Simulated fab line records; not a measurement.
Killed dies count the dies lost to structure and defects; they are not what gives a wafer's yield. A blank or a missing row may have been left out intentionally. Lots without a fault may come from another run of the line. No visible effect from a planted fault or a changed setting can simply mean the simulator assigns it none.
Chamber matching | flow sky130 | SKY_VIA3_ETCH_14 on rieDiel-04 has 4 sister chambers
The step etches BARC in N2/H2, stops on SiO2, time 45.9 s, target depth 60 nm. 18 wafers are shown with their chamber, then 9 later ones without.

== WAFERS, EACH WITH ITS CHAMBER ==
wafer  | chamber | drypumpMotorCurrentA (A) | throttleValvePct (%) | oesProductAu (a.u.)
L074.1 | 1       | 5.5                      | 13.210               | 0.857
L074.5 | 2       | 5.3                      | 13.239               | 0.862
L074.6 | 1       | 5.5                      | 13.212               | 0.852
L075.1 | 1       | 5.5                      | 13.225               | 0.859
L075.2 | 2       | 5.2                      | 13.230               | 0.853
L075.3 | 0       | 5.3                      | 13.224               | 0.845
L075.4 | 3       | 5.6                      | 13.219               | 0.856
L075.5 | 0       | 5.3                      | 13.225               | 0.858
L075.6 | 3       | 5.6                      | 13.222               | 0.862
L083.1 | 0       | 5.3                      | 13.232               | 0.860
L083.2 | 2       | 5.2                      | 13.238               | 0.851
L083.6 | 3       | 5.6                      | 13.209               | 0.853
L088.1 | 0       | 5.3                      | 13.232               | 0.850
L088.3 | 3       | 5.6                      | 13.218               | 0.865
L088.4 | 2       | 5.3                      | 13.225               | 0.855
L091.1 | 2       | 5.2                      | 13.225               | 0.846
L091.2 | 0       | 5.3                      | 13.215               | 0.857
L091.3 | 3       | 5.6                      | 13.202               | 0.854

SIGNATURES (means of the wafers above)
reading              | chamber 0 | chamber 1 | chamber 2 | chamber 3 | scatter within a chamber
drypumpMotorCurrentA | 5.300     | 5.500     | 5.240     | 5.600     | 0.0293
throttleValvePct     | 13.22560  | 13.21567  | 13.23140  | 13.21400  | 0.00751
oesProductAu         | 0.85400   | 0.85600   | 0.85340   | 0.85800   | 0.00555
Rule: a wafer's distance from a chamber is the root of the sum, over the readings, of the square of ((its reading less the chamber's mean) divided by the reading's scatter). If the next closest chamber is less than 2 further off than the closest, the wafer can't be placed; otherwise it belongs to the closest. The scatter: the root of (the sum of the squares of (reading less its chamber's mean) over the shown wafers, divided by (wafers less chambers)).

== WAFERS MISSING THEIR CHAMBER ==
wafer  | drypumpMotorCurrentA (A) | throttleValvePct (%) | oesProductAu (a.u.)
L091.4 | 5.5                      | 13.222               | 0.854
L091.5 | 5.6                      | 13.232               | 0.850
L091.6 | 5.2                      | 13.220               | 0.845
L095.1 | 5.3                      | 13.215               | 0.853
L095.2 | 5.2                      | 13.206               | 0.848
L095.3 | 5.6                      | 13.231               | 0.841
L095.4 | 5.5                      | 13.224               | 0.855
L095.5 | 5.6                      | 13.221               | 0.850
L095.6 | 5.3                      | 13.230               | 0.851

== CHAMBER TAKEN BY EACH ==
wafer  | from the rows above     | in truth
L091.4 | 1                       | 1
L091.5 | can't be placed: 3 or 1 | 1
L091.6 | can't be placed: 2 or 0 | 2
L095.1 | can't be placed: 0 or 2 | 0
L095.2 | can't be placed: 2 or 0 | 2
L095.3 | can't be placed: 3 or 1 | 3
L095.4 | 1                       | 1
L095.5 | can't be placed: 3 or 1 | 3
L095.6 | can't be placed: 0 or 2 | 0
2 of 9 placed correctly. Can't be placed from these rows: 7 (the true chamber is among the candidates in 7). Wrongly placed: 0.
